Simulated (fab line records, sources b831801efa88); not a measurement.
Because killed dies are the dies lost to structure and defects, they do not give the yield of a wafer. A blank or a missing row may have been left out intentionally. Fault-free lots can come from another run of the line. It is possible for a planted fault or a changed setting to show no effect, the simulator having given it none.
Code-filled problem report in 8D (eight disciplines) form | flow sky130 | the parts of the form that need people (team, actions taken, sign-off) are left out

== 1. WHAT IS WRONG ==
biasW at SKY_FIELD_ISO_ETCH_17 reads a mean of 171.0 W on 3 wafers of 2 lots; wafers without a fault read 150.1 W with a standard deviation of 0.41. That puts it +51 standard deviations away from the usual mean.
The step: etches Si in HBr/Cl2/O2, target depth 342 nm, time 97.7 s.
First observed at day 4 13:29: wafer L222.2, on rieSi-01. The record holds 18 wafers of 6 lots with a number at this step. Rule for "out" (also "out of limits"): further than 4 standard deviations from the usual mean. The rest of the wafers with a number are treated as sound.

== 2. WHAT IT IS AND WHAT IT IS NOT ==
question                    | is                     | is not
which readings at this step | biasW                  | drypumpMotorCurrentA
which lots                  | L222, L223             | L213, L214, L226, L232
which wafers of those lots  | L222.2, L223.3, L223.6 | L222.1, L222.6, L223.5
read on which tools         | rieSi-01               | rieSi-02
when                        | from day 4 13:29       | up to then (8 sound wafers); but 7 sound wafers of L223, L226, L232 came after

== 3. THE SUSPECTS, EACH WITH WHAT RULES IT OUT ==
Counting: any tool at a process step up to the reading remains a suspect provided it ran every lot that is out. Sound lots after the first of them don't rule it out here, since some wafers of a struck lot are sound.
- rieSi-01 at SKY_FIELD_ISO_ETCH_17 (etches Si in HBr/Cl2/O2, target depth 342 nm, time 97.7 s): kept. Every lot that is out went through it, the first being L222 (day 4 13:29); the last sound lot it ran before that was L214 (day 2 20:35). On those wafers its own readings are out: biasW.
- rieSi-01, SKY_FIELD_ISO_ETCH_17: wafers that are out in chamber 0, sound lot-mates in chambers 1, 2, 3.
The count leaves rieSi-01 at SKY_FIELD_ISO_ETCH_17.

== 4. THE CAUSE (what the simulator had put in) ==
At SKY_FIELD_ISO_ETCH_17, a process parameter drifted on rieSi-01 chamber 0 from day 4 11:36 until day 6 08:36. Setting biasW shifted by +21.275 from 150. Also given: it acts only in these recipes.
This tool alone remained once counting was done.

== 5. SEQUENCE OF EFFECTS, ordered by route ==
Rows list readings where the struck wafers' mean (over those with a number) sits beyond 3 standard deviations from the usual. Scope: only readings with a usual standard deviation given in the record; hours: median across lots of the time from each lot's start at the first step in this table that gives one to its start at this step; sigmas: change in usual standard deviations.
hours | step                  | reading      | usual      | on struck wafers | change | sigmas
0     | SKY_FIELD_ISO_ETCH_17 | biasW        | 150.1 W    | 171.0            | +20.9  | +51
0     | SKY_FIELD_ISO_ETCH_17 | oesProductAu | 1.001 a.u. | 1.031            | +0.030 | +3.8
It contains these process steps:
- SKY_FIELD_ISO_ETCH_17: etches Si in HBr/Cl2/O2, target depth 342 nm, time 97.7 s.

== 6. WHAT WOULD HAVE CAUGHT IT SOONER ==
2 hours passed between the start of the fault at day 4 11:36 and the first reading out of limits in this record, taken at day 4 13:29.
